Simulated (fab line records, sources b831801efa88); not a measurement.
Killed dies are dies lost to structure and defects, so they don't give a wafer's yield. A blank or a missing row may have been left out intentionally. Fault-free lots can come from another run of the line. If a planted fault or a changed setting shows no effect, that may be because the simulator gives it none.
fab line records | flow sky130
record lots=13 wafers=39 lastDay=50
route steps=708 shown LDD_N@244 LDD_HVP@285 LDD_LDN@299 POLY_CUT@316 PAD_OPEN@708
lots that met no fault: from a run of the same line without faults
startH: the number of hours between the record's first day and the start of the first shown wafer of the lot | waitH: time in hours since the lot's previous step | " as in the row above | L1.1+2: a single row standing in for several wafers | - no value, or no start was given | * or withheld: withheld | < > ~ a bound
route shown NAME@n: NAME is a module with steps in the file, n the number in the route of the first one | usual: mean/standard deviation taken from wafers without a fault | same: alike in all rows | chamber/n: place in a boat | sites: per-site readings | _std_site: how widely they spread, as a standard deviation | _edge_site: outer sites' mean less inner sites' | radiusMm: how far each site lies from the wafer's centre | mask NAME#n: copy n | behind: the most recent tool/chamber to have shaped the wafer | hold: what put the lot on hold/how long, in hours/how the hold closed | device: whichever transistor did not switch (one of n, p or np) | end of line: the route-end tests of the same wafers | where a step has no rows: the recipe by itself | killed: not the wafer's yield, but the dies lost to structure and defects at the first sort | map: the dies of a wafer, with x for killed, . for not killed, _ for no die there
set.NAME: the setting as run; set.NAME@STEP: as run at that earlier step | model.NAME: the simulator's own value behind a step, which no gauge read
one table for each step of the route and one row for each wafer, over a sample of lots
services: a tool's chamber out of use, with start hour (startH, from the record's first day; less than 0 if before it), hours out, and reason
## steps
# step SKY_LDD_N_OVL_MEAS_07
# usual LDD_N_OVL=0.0/1.3
# columns lot.wafer tool chamber startH waitH LDD_N_OVL[nm]
L311.2 overlay-02 - 413.35 0.1 2.3
L311.5 " - " " 0.7
L311.6 " - " " 2.4
L316.1 overlay-01 - 454.59 0.1 1.3
L316.3 " - " " 2.2
L316.4 " - " " -0.1
L317.1 overlay-02 - 469.43 0.1 -2.1
L317.2 " - " " -0.8
L317.3 " - " " -1.5
L318.2 overlay-01 - 476.94 0.1 1.8
L318.5 " - " " 0.1
L318.6 " - " " 0.6
L319.1 overlay-01 - 486.63 0.1 0.2
L319.2 " - " " -1.0
L319.6 " - " " -0.5
L320.2 overlay-01 - 495.35 0.1 -1.3
L320.5 " - " " 1.0
L320.6 " - " " 0.4
L321.4 overlay-02 - 502.40 0.1 1.3
L321.5 " - " " 1.0
L321.6 " - " " 1.4
L322.3 overlay-02 - 508.84 0.1 1.0
L322.4 " - " " 0.5
L322.5 " - " " -0.2
L323.2 overlay-01 - 521.13 0.1 -1.1
L323.4 " - " " -0.6
L323.6 " - " " -0.5
L324.3 overlay-01 - 522.95 0.1 -1.3
L324.4 " - " " 1.5
L324.6 " - " " 0.0
L325.1 overlay-02 - 535.98 0.1 -2.6
L325.5 " - " " -2.0
L325.6 " - " " -0.1
L332.1 overlay-02 - 604.73 0.1 0.5
L332.4 " - " " -0.1
L332.6 " - " " -1.9
L333.3 overlay-02 - 623.19 0.1 0.9
L333.5 " - " " 0.4
L333.6 " - " " 2.4
# step SKY_LDD_HVP_OVL_MEAS_07
# usual LDD_HVP_OVL=-0.3/1.2
# columns lot.wafer tool chamber startH waitH LDD_HVP_OVL[nm]
L311.2 overlay-02 - 506.19 0.1 -0.3
L311.5 " - " " -0.9
L311.6 " - " " -1.6
L316.1 overlay-01 - 546.23 0.1 0.4
L316.3 " - " " 0.3
L316.4 " - " " 0.8
L317.1 overlay-02 - 559.63 0.1 -1.3
L317.2 " - " " 0.9
L317.3 " - " " -2.0
L318.2 overlay-01 - 568.84 0.1 -1.2
L318.5 " - " " -1.4
L318.6 " - " " -1.3
L319.1 overlay-02 - 576.78 0.1 -0.7
L319.2 " - " " -0.8
L319.6 " - " " 0.3
L320.2 overlay-02 - 585.39 0.1 0.8
L320.5 " - " " -0.3
L320.6 " - " " 0.0
L321.4 overlay-02 - 593.60 0.1 0.4
L321.5 " - " " -0.9
L321.6 " - " " -0.4
L322.3 overlay-02 - 598.69 0.1 -0.4
L322.4 " - " " -0.4
L322.5 " - " " 0.1
L323.2 overlay-01 - 610.28 0.1 -1.4
L323.4 " - " " 0.9
L323.6 " - " " 1.6
L324.3 overlay-01 - 610.99 0.1 2.6
L324.4 " - " " 0.2
L324.6 " - " " -0.2
L325.1 overlay-02 - 623.78 0.1 -0.2
L325.5 " - " " 0.7
L325.6 " - " " 2.1
L332.1 overlay-02 - 690.33 0.1 0.8
L332.4 " - " " -2.7
L332.6 " - " " -0.7
L333.3 overlay-01 - 709.69 0.1 0.9
L333.5 " - " " -0.7
L333.6 " - " " -0.7
# step SKY_LDD_LDN_IMPLANT_10
# recipe species=As energyKev=15 doseCm2=1.25e+13 tiltDeg=withheld rotationDeg=203
# usual rotationDeg=203.00/0.058
# columns lot.wafer tool chamber startH waitH rotationDeg
L311.2 implanter-01 0 537.29 0.1 203.02
L311.5 " 0 " " 202.91
L311.6 " 0 " " 202.96
L316.1 implanter-01 0 576.36 0.1 203.04
L316.3 " 0 " " 203.00
L316.4 " 0 " " 202.93
L317.1 implanter-02 0 590.51 0.1 202.96
L317.2 " 0 " " 203.12
L317.3 " 0 " " 203.02
L318.2 implanter-02 0 599.00 0.1 202.96
L318.5 " 0 " " 203.04
L318.6 " 0 " " 203.06
L319.1 implanter-04 0 606.28 0.1 202.93
L319.2 " 0 " " 202.97
L319.6 " 0 " " 203.01
L320.2 implanter-01 0 614.79 0.1 202.99
L320.5 " 0 " " 202.97
L320.6 " 0 " " 202.94
L321.4 implanter-04 0 622.14 0.1 202.96
L321.5 " 0 " " 203.05
L321.6 " 0 " " 202.93
L321.4 implanter-04 0 622.46 0.3 203.00
L321.5 " 0 " " 202.91
L321.6 " 0 " " 202.98
L322.3 implanter-04 0 627.51 0.1 203.07
L322.4 " 0 " " 202.85
L322.5 " 0 " " 203.07
L323.2 implanter-02 0 640.10 0.1 203.01
L323.4 " 0 " " 203.02
L323.6 " 0 " " 203.03
L323.2 implanter-02 0 640.42 0.3 202.93
L323.4 " 0 " " 203.00
L323.6 " 0 " " 203.01
L324.3 implanter-01 0 640.43 0.1 202.88
L324.4 " 0 " " 202.98
L324.6 " 0 " " 203.06
L325.1 implanter-02 0 652.38 0.1 203.00
L325.5 " 0 " " 202.99
L325.6 " 0 " " 202.96
L332.1 implanter-01 0 718.12 0.1 203.01
L332.4 " 0 " " 202.99
L332.6 " 0 " " 203.09
L333.3 implanter-01 0 737.51 0.1 203.02
L333.5 " 0 " " 203.03
L333.6 " 0 " " 203.01
# step SKY_LDD_LDN_TW_MEAS_13
# usual LDD_LDN_TW=1481/15
# columns lot.wafer tool chamber startH waitH LDD_LDN_TW
L311.2 filmMetro-04 - 537.67 0.1 1481
L311.5 " - " " 1482
L311.6 " - " " 1481
L316.1 filmMetro-02 - 576.76 0.1 1496
L316.3 " - " " 1500
L316.4 " - " " 1490
L317.1 filmMetro-04 - 590.91 0.1 1485
L317.2 " - " " 1489
L317.3 " - " " 1492
L318.2 filmMetro-04 - 599.39 0.1 1486
L318.5 " - " " 1484
L318.6 " - " " 1490
L319.1 filmMetro-02 - 606.68 0.1 1487
L319.2 " - " " 1488
L319.6 " - " " 1489
L320.2 filmMetro-04 - 615.18 0.1 1494
L320.5 " - " " 1475
L320.6 " - " " 1483
L321.4 filmMetro-03 - 622.81 0.1 1560
L321.5 " - " " 1561
L321.6 " - " " 1567
L321.4 filmMetro-03 - 623.04 0.2 1558
L321.5 " - " " 1568
L321.6 " - " " 1559
L322.3 filmMetro-02 - 627.88 0.1 1491
L322.4 " - " " 1488
L322.5 " - " " 1500
L324.3 filmMetro-04 - 640.80 0.1 1478
L324.4 " - " " 1492
L324.6 " - " " 1488
L323.2 filmMetro-02 - 640.80 0.1 1591
L323.4 " - " " 1593
L323.6 " - " " 1589
L323.2 filmMetro-02 - 641.03 0.2 1584
L323.4 " - " " 1591
L323.6 " - " " 1586
L325.1 filmMetro-02 - 652.78 0.1 1498
L325.5 " - " " 1502
L325.6 " - " " 1499
L332.1 filmMetro-03 - 718.52 0.1 1459
L332.4 " - " " 1456
L332.6 " - " " 1460
L333.3 filmMetro-02 - 737.88 0.1 1485
L333.5 " - " " 1481
L333.6 " - " " 1490
# step SKY_POLY_CUT_OVL_MEAS_09
# usual POLY_CUT_OVL=-2/5.4
# columns lot.wafer tool chamber startH waitH POLY_CUT_OVL[nm]
L311.2 overlay-01 - 574.89 0.1 -1
L311.5 " - " " -2
L311.6 " - " " -4
L316.1 overlay-02 - 607.76 0.1 -11
L316.3 " - " " -3
L316.4 " - " " -4
L317.1 overlay-01 - 621.26 0.1 -3
L317.2 " - " " 4
L317.3 " - " " 2
L318.2 overlay-02 - 630.32 0.1 1
L318.5 " - " " -3
L318.6 " - " " -2
L319.1 overlay-01 - 637.20 0.1 2
L319.2 " - " " 2
L319.6 " - " " -3
L320.2 overlay-01 - 645.35 0.1 2
L320.5 " - " " -6
L320.6 " - " " 8
L321.4 overlay-02 - 652.21 0.1 1
L321.5 " - " " -9
L321.6 " - " " -14
L322.3 overlay-01 - 657.21 0.1 6
L322.4 " - " " -6
L322.5 " - " " 2
L323.2 overlay-02 - 674.70 0.1 -8
L323.4 " - " " -4
L323.6 " - " " -9
L324.3 overlay-01 - 674.76 0.1 4
L324.4 " - " " -11
L324.6 " - " " -6
L325.1 overlay-02 - 682.30 0.1 0
L325.5 " - " " -9
L325.6 " - " " 1
L332.1 overlay-01 - 748.55 0.1 -9
L332.4 " - " " 0
L332.6 " - " " -4
L333.3 overlay-02 - 766.56 0.1 2
L333.5 " - " " 2
L333.6 " - " " 2
# step SKY_PAD_OPEN_PROBE_99
# usual killed_at_M0_to_M3=45/6.8 killed_at_M4_up=3.1/2 killedAtContacts=23/5.2 killedAtFrontEnd=14/3.7 killedAtOther=0.3/0.61 killedDies=86/9 killedOpen=46/6.9 killedShort=39/6.4
# same grossDies=492 killedAtBackSide=0
# columns lot.wafer tool chamber startH waitH killed_at_M0_to_M3 killed_at_M4_up killedAtContacts killedAtFrontEnd killedAtOther killedDies killedOpen killedShort
L311.2 prober-02 - 1086.88 0.1 35 3 28 11 2 79 36 43
L311.5 prober-02 - 1087.03 0.2 55 3 20 10 1 89 45 44
L311.6 prober-02 - 1087.08 0.2 38 2 28 14 1 83 44 39
L316.1 prober-01 - 1109.75 0.1 56 6 29 12 0 103 59 44
L316.3 prober-01 - 1109.85 0.2 55 0 25 11 0 91 59 32
L316.4 prober-01 - 1109.90 0.2 44 2 17 14 0 77 45 32
L317.1 prober-02 - 1116.03 0.1 43 5 25 19 0 92 54 38
L317.2 prober-02 - 1116.08 0.1 46 0 24 10 0 80 50 30
L317.3 prober-02 - 1116.13 0.2 45 1 41 13 0 100 53 47
L320.2 prober-01 - 1134.05 0.1 54 7 27 17 0 105 59 46
L320.5 prober-01 - 1134.20 0.2 42 3 23 14 0 82 39 43
L320.6 prober-01 - 1134.25 0.2 52 2 19 14 1 88 40 48
L321.4 prober-02 - 1139.31 0.2 37 4 27 13 0 81 42 39
L321.5 prober-02 - 1139.36 0.2 48 4 23 14 0 89 43 46
L321.6 prober-02 - 1139.41 0.2 35 2 14 16 0 67 33 34
L323.2 prober-02 - 1151.41 0.1 57 0 28 15 0 100 49 49
L323.4 prober-02 - 1151.51 0.2 55 2 20 6 0 83 41 42
L323.6 prober-02 - 1151.61 0.2 39 3 21 11 1 75 41 32
L324.3 prober-01 - 1153.86 0.2 43 5 34 19 0 101 61 40
L324.4 prober-01 - 1153.91 0.2 43 5 15 11 1 75 39 35
L324.6 prober-01 - 1154.01 0.2 50 2 28 14 0 94 47 47
# killed by level:class
L311.2 CONTACT:geometricParticle:open=10 METAL1:geometricParticle:short=8 LI_CONTACT:geometricParticle:open=6 LI_CONTACT:geometricParticle:short=5 METAL2:geometricParticle:short=5 VIA3:geometricParticle:open=5 POLY_GATE:geometricParticle:short=4 VIA1:geometricParticle:open=4
L311.5 VIA1:geometricParticle:open=13 VIA1:geometricParticle:short=8 VIA3:geometricParticle:open=7 CONTACT:geometricParticle:open=7 METAL2:geometricParticle:short=7 LOCAL_INTERCONNECT:geometricParticle:short=6 LI_CONTACT:geometricParticle:open=5 METAL1:geometricParticle:short=5
L311.6 LI_CONTACT:geometricParticle:open=11 VIA1:geometricParticle:open=9 CONTACT:geometricParticle:open=8 METAL1:geometricParticle:short=5 VIA3:geometricParticle:open=5 CONTACT:geometricParticle:short=4 METAL2:geometricParticle:short=4 METAL3:geometricParticle:short=4
L316.1 VIA3:geometricParticle:open=12 CONTACT:geometricParticle:open=10 VIA1:geometricParticle:open=10 METAL1:geometricParticle:short=8 VIA3:geometricParticle:short=7 FIELD_ISO:geometricParticle:open=6 LI_CONTACT:geometricParticle:open=6 METAL2:geometricParticle:short=6
L316.3 VIA1:geometricParticle:open=20 CONTACT:geometricParticle:open=11 VIA2:geometricParticle:open=7 VIA3:geometricParticle:open=7 VIA1:geometricParticle:short=6 VIA3:geometricParticle:short=6 LI_CONTACT:geometricParticle:open=5 POLY_GATE:geometricParticle:open=4
L316.4 VIA1:geometricParticle:open=11 VIA3:geometricParticle:open=7 CONTACT:geometricParticle:open=5 VIA2:geometricParticle:open=5 FIELD_ISO:geometricParticle:open=4 POLY_GATE:geometricParticle:open=4 METAL2:geometricParticle:short=4 CONTACT:geometricParticle:short=4
L317.1 LI_CONTACT:geometricParticle:open=9 VIA1:geometricParticle:open=9 VIA3:geometricParticle:open=9 CONTACT:geometricParticle:open=8 FIELD_ISO:geometricParticle:open=7 METAL2:geometricParticle:short=6 SPACER:geometricParticle:open=5 METAL1:geometricParticle:short=5
L317.2 VIA2:geometricParticle:open=15 CONTACT:geometricParticle:open=8 VIA1:geometricParticle:open=8 FIELD_ISO:geometricParticle:short=5 LI_CONTACT:geometricParticle:open=5 LI_CONTACT:geometricParticle:short=5 VIA3:geometricParticle:open=5 METAL1:geometricParticle:short=4
L317.3 VIA1:geometricParticle:open=13 CONTACT:geometricParticle:open=13 LI_CONTACT:geometricParticle:short=9 LI_CONTACT:geometricParticle:open=9 LOCAL_INTERCONNECT:geometricParticle:short=8 VIA2:geometricParticle:open=7 METAL1:geometricParticle:short=6 SPACER:geometricParticle:short=4
L320.2 VIA1:geometricParticle:open=16 CONTACT:geometricParticle:open=9 VIA2:geometricParticle:open=9 LI_CONTACT:geometricParticle:open=7 POLY_GATE:geometricParticle:short=6 CONTACT:geometricParticle:short=6 VIA1:geometricParticle:short=6 METAL4:geometricParticle:short=5
L320.5 METAL2:geometricParticle:short=9 VIA1:geometricParticle:open=9 METAL1:geometricParticle:short=8 LI_CONTACT:geometricParticle:open=7 CONTACT:geometricParticle:open=6 FIELD_ISO:geometricParticle:open=5 LOCAL_INTERCONNECT:geometricParticle:short=4 CONTACT:geometricParticle:short=4
L320.6 METAL2:geometricParticle:short=14 VIA1:geometricParticle:open=10 LI_CONTACT:geometricParticle:open=7 METAL1:geometricParticle:short=7 CONTACT:geometricParticle:open=6 VIA2:geometricParticle:short=5 FIELD_ISO:geometricParticle:short=3 POLY_GATE:geometricParticle:short=3
L321.4 CONTACT:geometricParticle:open=9 VIA2:geometricParticle:open=8 VIA1:geometricParticle:open=8 LI_CONTACT:geometricParticle:open=5 LOCAL_INTERCONNECT:geometricParticle:short=5 CONTACT:geometricParticle:short=5 METAL2:geometricParticle:short=5 VIA3:geometricParticle:open=5
L321.5 CONTACT:geometricParticle:open=9 METAL2:geometricParticle:short=8 VIA1:geometricParticle:open=8 METAL1:geometricParticle:short=7 VIA2:geometricParticle:open=5 LOCAL_INTERCONNECT:geometricParticle:short=5 VIA3:geometricParticle:open=5 POLY_GATE:geometricParticle:short=4
L321.6 VIA1:geometricParticle:open=10 CONTACT:geometricParticle:open=8 METAL2:geometricParticle:short=7 METAL1:geometricParticle:short=5 FIELD_ISO:geometricParticle:short=4 POLY_GATE:geometricParticle:open=4 POLY_GATE:geometricParticle:short=3 VIA1:geometricParticle:short=3
L323.2 VIA1:geometricParticle:open=15 VIA1:geometricParticle:short=8 CONTACT:geometricParticle:open=7 POLY_GATE:geometricParticle:short=6 LI_CONTACT:geometricParticle:open=6 METAL2:geometricParticle:short=6 VIA2:geometricParticle:open=6 METAL1:geometricParticle:short=5
L323.4 VIA1:geometricParticle:open=10 VIA2:geometricParticle:open=9 VIA1:geometricParticle:short=7 CONTACT:geometricParticle:open=7 METAL1:geometricParticle:short=7 METAL3:geometricParticle:short=6 METAL2:geometricParticle:short=6 LI_CONTACT:geometricParticle:open=5
L323.6 CONTACT:geometricParticle:open=9 VIA1:geometricParticle:open=7 VIA3:geometricParticle:open=6 VIA2:geometricParticle:open=6 METAL2:geometricParticle:short=5 LOCAL_INTERCONNECT:geometricParticle:short=4 CONTACT:geometricParticle:short=4 VIA3:geometricParticle:short=4
L324.3 VIA1:geometricParticle:open=13 LI_CONTACT:geometricParticle:open=11 CONTACT:geometricParticle:open=10 METAL1:geometricParticle:short=6 LOCAL_INTERCONNECT:geometricParticle:short=6 VIA2:geometricParticle:open=6 FIELD_ISO:geometricParticle:open=5 POLY_GATE:geometricParticle:open=5
L324.4 VIA1:geometricParticle:open=16 CONTACT:geometricParticle:open=7 VIA2:geometricParticle:open=7 METAL1:geometricParticle:short=5 VIA1:geometricParticle:short=5 LI_CONTACT:geometricParticle:open=4 VIA3:geometricParticle:short=4 METAL4:geometricParticle:short=4
L324.6 CONTACT:geometricParticle:open=12 VIA1:geometricParticle:open=11 VIA2:geometricParticle:open=7 LOCAL_INTERCONNECT:geometricParticle:short=7 VIA2:geometricParticle:short=7 VIA3:geometricParticle:open=6 METAL1:geometricParticle:short=5 VIA3:geometricParticle:short=5
## services
# columns tool chamber startH hours kind
implanter-01 - 532.23 4.0 repair
implanter-02 - 541.21 40.7 pm
implanter-02 - 581.87 4.3 pm
implanter-04 - 589.46 1.2 repair
implanter-02 - 620.76 2.2 repair
implanter-04 - 652.78 1.5 repair
implanter-04 - 655.35 3.2 pm
implanter-02 - 660.29 13.7 repair
implanter-01 - 669.43 3.3 pm
implanter-04 - 715.93 23.7 pm
## key
firstSign step=SKY_LDD_LDN_IMPLANT_10 reading=visit direction=added
effect step=SKY_LDD_LDN_TW_MEAS_13 reading=visit direction=added
effect step=SKY_LDD_LDN_TW_MEAS_13 reading=LDD_LDN_TW direction=up sigmas=6.4 usual=1481 struck=1577
metAt SKY_LDD_LDN_IMPLANT_10
struckLots L321,L323
testerLeftOut L321,L323
notActingAt SKY_LDD_N_OVL_MEAS_07,SKY_LDD_HVP_OVL_MEAS_07,SKY_POLY_CUT_OVL_MEAS_09
fault kind=repeatedStepWhole tool=implanter-01,implanter-02,implanter-04 chamber=- onsetH=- steps=SKY_LDD_LDN_IMPLANT_10 times=1 scope=struckLotsOnly
# testerLeftOut: of these lots the tester's yield and bins aren't shown, on N5 and GAA mostly nor the transistor test; their killed dies are dies lost to structure and defects alone, not to doping, threshold or leakage, so they don't give the yield
